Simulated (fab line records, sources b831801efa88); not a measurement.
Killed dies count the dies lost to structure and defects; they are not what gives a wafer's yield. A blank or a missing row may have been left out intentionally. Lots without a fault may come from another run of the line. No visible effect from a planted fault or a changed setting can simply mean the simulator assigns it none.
Struck lot and sound lot, side by side -- flow sky130 -- 15 steps out of a route of 708
Sound: wafers L927.4, L927.5, L927.6. Wafers struck: L929.1, L929.2, L929.6. The cause is named last.
Per side, at each step with rows, come the tool, then ch with its chambers, and then its first start. Under that, the readings that differ: sound wafers -- struck wafers -- difference of the means -- sigmas: that difference in standard deviations of wafers without a fault.
alike: readings with means less than 2 such deviations apart, plus words and numbers identical on both sides. not compared: withheld readings, readings lacking a value on some wafer, bounds such as >300 that could conceal the same value, and numbers that have no deviation in the record and whose values overlap.
Wherever a step has rows on one side only, a row that says differs or no value, or a row with sigmas, the two part there. Numbers that don't overlap but have no deviation are shown without sigmas and don't part them. Lack of a reading on every wafer of one side parts them only where that side has two or more wafers.

first, 8 steps without rows for these wafers: SKY_LI_CONTACT_DEHYDRATE_04 (time 60 s); SKY_LI_CONTACT_HMDS_05 (prime time 60 s); SKY_LI_CONTACT_COAT_06 (resist thk 60 nm); SKY_LI_CONTACT_COAT_07 (resist thk 450 nm); SKY_LI_CONTACT_SOFTBAKE_08 (time 90 s); SKY_LI_CONTACT_EXPOSE_09 (exposes mask LICM1, target cd 170 nm); SKY_LI_CONTACT_PEB_10; SKY_LI_CONTACT_DEVELOP_11 (develop time 60 s).
SKY_LI_CONTACT_CD_MEAS_12: target cd 170 nm.
  sound on cd sem-01, day 34 09:48; struck on cd sem-01, day 35 04:56
  alike: cd nm
SKY_LI_CONTACT_OVL_MEAS_13:
  sound on overlay-01, day 34 09:52; struck on overlay-02, day 35 05:04
  alike: LI_CONTACT_OVL
SKY_LI_CONTACT_ETCH_14: etches BARC in N2/H2, stops on SiO2, time 45.9 s, target depth 60 nm.
  sound on rie diel-01 ch 0,1,2, day 34 09:55; struck on rie diel-01 ch 1,2, day 35 05:05
  alike: drypump motor current A, oes product au, throttle valve pct
  not compared: rf hours counter h
SKY_LI_CONTACT_ETCH_15: etches PSG in C4F8/O2/Ar, stops on Si, target depth 600 nm.
  sound on rie diel-01 ch 0,1,2, day 34 09:59; struck on rie diel-01 ch 1,2, day 35 05:08
  alike: oes product au
SKY_LI_CONTACT_STRIP_16: strips in O2/N2.
  sound on plasma asher-01 ch 0,1, day 34 10:03; struck on plasma asher-02 ch 0,1, day 35 05:13
  no value came back on the struck wafers for chamber pressure mTorr (mTorr), drypump motor current A (A), oes product au (a.u.), strip time to endpoint s (s); on the sound wafers chamber pressure mTorr (mTorr) reads 1499.1 1500.4 1499.5
reading,sound,struck,difference,sigmas
model.KrF-thick_of_LI_CONTACT_COAT_07.thk nm (nm),0 0 0,233.2 231.6 234.9,+233.2,
  not compared: rf hours counter h
then, 1 step without rows for these wafers: SKY_LI_CONTACT_CLEAN_17 (cleans in NMP, time 600 s).
-- record jumps: 15 days separate the struck wafers' starts on either side; left off in module LI_CONTACT, taken up again in module PAD_OPEN, whose first shown step is the route's number 708 --
SKY_PAD_OPEN_PROBE_99:
  only the struck wafers here have rows in the record (prober-01, day 50 02:40); the sound ones have none

## WHERE THEY PART
At SKY_LI_CONTACT_STRIP_16 first; at SKY_PAD_OPEN_PROBE_99 last (within this record only).

WHY: what the simulator had put in
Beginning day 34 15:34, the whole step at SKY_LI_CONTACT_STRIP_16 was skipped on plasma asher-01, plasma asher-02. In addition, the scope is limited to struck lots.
